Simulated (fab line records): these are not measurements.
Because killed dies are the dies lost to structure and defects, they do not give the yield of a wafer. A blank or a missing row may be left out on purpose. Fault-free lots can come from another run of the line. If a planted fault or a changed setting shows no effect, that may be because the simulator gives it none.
Which of the tools did it? + flow sky130 + Sampling: 11 lots, 33 wafers, 2 of 708 route steps

## WHAT THE GAUGES READ, wafer by wafer
SKY_CONTACT_THK_MEAS_01. Usual: CONTACT_CVD_00_THK gives 75.1 nm (standard deviation 0.89).
| lot  | measured     | on           | CONTACT_CVD_00_THK (nm) | flag |
|------|--------------|--------------|-------------------------|------|
| L258 | day 32 06:12 | filmMetro-01 | 75.4 77.0 76.1          |      |
| L260 | day 32 17:10 | filmMetro-01 | 73.7 74.1 76.0          |      |
| L262 | day 33 08:55 | filmMetro-02 | 74.6 74.9 74.5          |      |
| L263 | day 33 16:43 | filmMetro-01 | 76.0 76.2 76.7          |      |
| L264 | day 33 21:59 | filmMetro-02 | 73.9 74.2 74.6          |      |
| L266 | day 34 10:38 | filmMetro-01 | 73.8 74.3 74.6          |      |
| L268 | day 35 12:52 | filmMetro-03 | 74.3 74.3 75.6          |      |
| L269 | day 35 14:09 | filmMetro-03 | 74.6 75.8 75.9          |      |
| L271 | day 35 23:01 | filmMetro-02 | 74.9 77.0 76.8          |      |
| L272 | day 36 02:52 | filmMetro-03 | 74.7 74.3 75.1          |      |
| L273 | day 36 15:31 | filmMetro-01 | 73.9 75.5 74.3          |      |

SKY_CONTACT_CD_MEAS_14 targets a cd of 170 nm. Usual: cdNm at 170.0 nm, with a standard deviation of 1.6.
| lot  | measured     | on       | cdNm (nm)         | flag |
|------|--------------|----------|-------------------|------|
| L258 | day 33 10:19 | cdSem-01 | 163.9 167.0 166.9 |      |
| L260 | day 33 21:27 | cdSem-01 | 169.0 169.7 169.9 |      |
| L262 | day 34 12:03 | cdSem-01 | 167.2 168.2 168.0 |      |
| L263 | day 34 20:57 | cdSem-02 | 170.0 170.0 168.9 |      |
| L264 | day 35 01:14 | cdSem-01 | 170.3 168.5 169.5 |      |
| L266 | day 35 14:27 | cdSem-02 | 169.9 169.5 170.1 |      |
| L268 | day 36 19:33 | cdSem-01 | 167.8 168.3 170.7 |      |
| L269 | day 36 19:37 | cdSem-02 | 171.4 171.0 168.8 |      |
| L271 | day 37 03:03 | cdSem-02 | 169.7 171.0 169.6 |      |
| L272 | day 37 06:11 | cdSem-02 | 169.0 168.1 168.7 |      |
| L273 | day 37 19:16 | cdSem-01 | 170.2 168.7 171.2 |      |

## TOOL THAT RAN EACH LOT (tool first, then ch and the chambers of the sampled wafers, then the start)
The record shows no process step preceding these readings.

## AS READ BY THE TOOLS THEMSELVES (means over the sampled wafers that have a number; for cases with no such wafer, the mark the record gives instead)
The record holds no such reading with a usual standard deviation.

## THE ANSWER, worked out from the rows above alone
Rule: a lot is off if the mean of its wafers that have a number lies more than 3 standard deviations from the usual mean. A lot without any number at a reading at which 4 lots or more have one is off too. All remaining lots with rows at the step are treated as sound. First the gauges in route order, then the tools' own readings, where a lot's mean is used as printed above. The first step at which some lot is off is used, and at that step the reading that is off furthest; a lot without a number counts as furthest.
None of the lots is off at any reading shown; this tells nothing.

## WHAT WAS PUT IN BY THE SIMULATOR
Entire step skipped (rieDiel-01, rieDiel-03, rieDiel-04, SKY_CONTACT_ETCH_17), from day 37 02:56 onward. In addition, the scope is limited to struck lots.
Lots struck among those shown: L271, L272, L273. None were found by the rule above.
